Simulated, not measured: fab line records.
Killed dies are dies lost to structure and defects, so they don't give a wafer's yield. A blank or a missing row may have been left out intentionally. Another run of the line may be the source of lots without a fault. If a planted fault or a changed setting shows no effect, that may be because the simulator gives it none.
Matching of chambers || flow sky130 || SKY_VIA3_HDPCVD_00 on hdpcvd-01 has 3 sister chambers
The step deposits SiO2, target thk 1635 nm, time 272.5 s. 6 wafers are shown with their chamber, then 9 later ones without.

== WAFERS PAIRED WITH THEIR CHAMBERS ==
{"wafer": "L238.3", "chamber": 1, "run_length_s (s)": 299.9}
{"wafer": "L254.2", "chamber": 1, "run_length_s (s)": 300.0}
{"wafer": "L254.6", "chamber": 0, "run_length_s (s)": 299.9}
{"wafer": "L255.2", "chamber": 0, "run_length_s (s)": 299.5}
{"wafer": "L255.3", "chamber": 2, "run_length_s (s)": 300.6}
{"wafer": "L255.4", "chamber": 2, "run_length_s (s)": 300.6}

== WAFERS WITH NO CHAMBER GIVEN ==
{"wafer": "L256.4", "run_length_s (s)": 300.5}
{"wafer": "L256.5", "run_length_s (s)": 300.2}
{"wafer": "L256.6", "run_length_s (s)": 300.2}
{"wafer": "L257.1", "run_length_s (s)": 300.0}
{"wafer": "L257.3", "run_length_s (s)": 300.4}
{"wafer": "L257.5", "run_length_s (s)": 300.0}
{"wafer": "L258.1", "run_length_s (s)": 300.7}
{"wafer": "L258.2", "run_length_s (s)": 300.2}
{"wafer": "L258.5", "run_length_s (s)": 300.5}

== WHICH CHAMBER EACH ONE RAN IN ==
{"wafer": "L256.4", "from the rows above": 2, "in truth": 2}
{"wafer": "L256.5", "from the rows above": "can't be placed: 1 or 2 or 0", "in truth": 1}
{"wafer": "L256.6", "from the rows above": "can't be placed: 1 or 2 or 0", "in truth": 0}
{"wafer": "L257.1", "from the rows above": "can't be placed: 1 or 0", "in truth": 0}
{"wafer": "L257.3", "from the rows above": "can't be placed: 2 or 1", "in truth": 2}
{"wafer": "L257.5", "from the rows above": "can't be placed: 1 or 0", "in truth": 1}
{"wafer": "L258.1", "from the rows above": 2, "in truth": 2}
{"wafer": "L258.2", "from the rows above": "can't be placed: 1 or 2 or 0", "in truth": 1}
{"wafer": "L258.5", "from the rows above": 2, "in truth": 2}
Placed correctly: 3 of 9. From these rows, 6 cannot be placed; in 6 the true chamber is one of the candidates. Placed wrongly: 0.
How it was worked out, from the rows above alone: a wafer's distance from a chamber is the root of the sum, over the readings, of the square of ((its reading less the chamber's mean) divided by the reading's scatter). If the next closest chamber is less than 2 further off than the closest, the wafer can't be placed; otherwise it belongs to the closest. A chamber's mean is the mean of its shown wafers. The scatter: take each reading less its chamber's mean, square it, sum over the shown wafers, divide by the number of wafers less the number of chambers, and take the root.
